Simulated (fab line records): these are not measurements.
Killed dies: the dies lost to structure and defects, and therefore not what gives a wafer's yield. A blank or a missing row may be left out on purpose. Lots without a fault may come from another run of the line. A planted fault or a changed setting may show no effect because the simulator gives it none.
Matching of chambers ; flow sky130 ; 3 sister chambers for SKY_CAPM_CVD_00 on pecvd-04
The step deposits SiO2, target thk 15.5 nm. 3 wafers are shown with their chamber, then 11 later ones without.

EACH WAFER AND ITS CHAMBER
wafer;chamber;heater_power_w (W)
L091.1;1;776
L091.2;2;538
L091.4;0;749

WAFERS MISSING THEIR CHAMBER
wafer;heater_power_w (W)
L091.5;802
L091.6;550
L092.2;713
L092.3;732
L092.5;712
L093.4;705
L093.5;563
L093.6;801
L095.1;738
L095.3;663
L095.6;749

WHICH CHAMBER EACH ONE RAN IN
wafer;from the rows above;in truth
L091.5;can't be placed: 1 or 0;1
L091.6;2;2
L092.2;can't be placed: 0 or 1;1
L092.3;can't be placed: 0 or 1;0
L092.5;can't be placed: 0 or 1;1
L093.4;can't be placed: 0 or 1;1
L093.5;2;2
L093.6;can't be placed: 1 or 0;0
L095.1;can't be placed: 0 or 1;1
L095.3;can't be placed: 0 or 1 or 2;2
L095.6;can't be placed: 0 or 1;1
2 of 11 placed correctly. From these rows, 9 cannot be placed; in 9 the true chamber is one of the candidates. Number placed wrongly: 0.
How it was worked out, from the rows above alone: a wafer's distance from a chamber is the root of the sum, over the readings, of the square of ((its reading less the chamber's mean) divided by the reading's scatter). The wafer belongs to the nearest chamber; if the next one is less than 2 further off, it can't be placed. For every chamber, the mean is computed from those of its wafers that are shown. The scatter (one wafer shown for each chamber): square how far every hidden wafer sits from the nearest shown wafer, average those squares and take the square root.
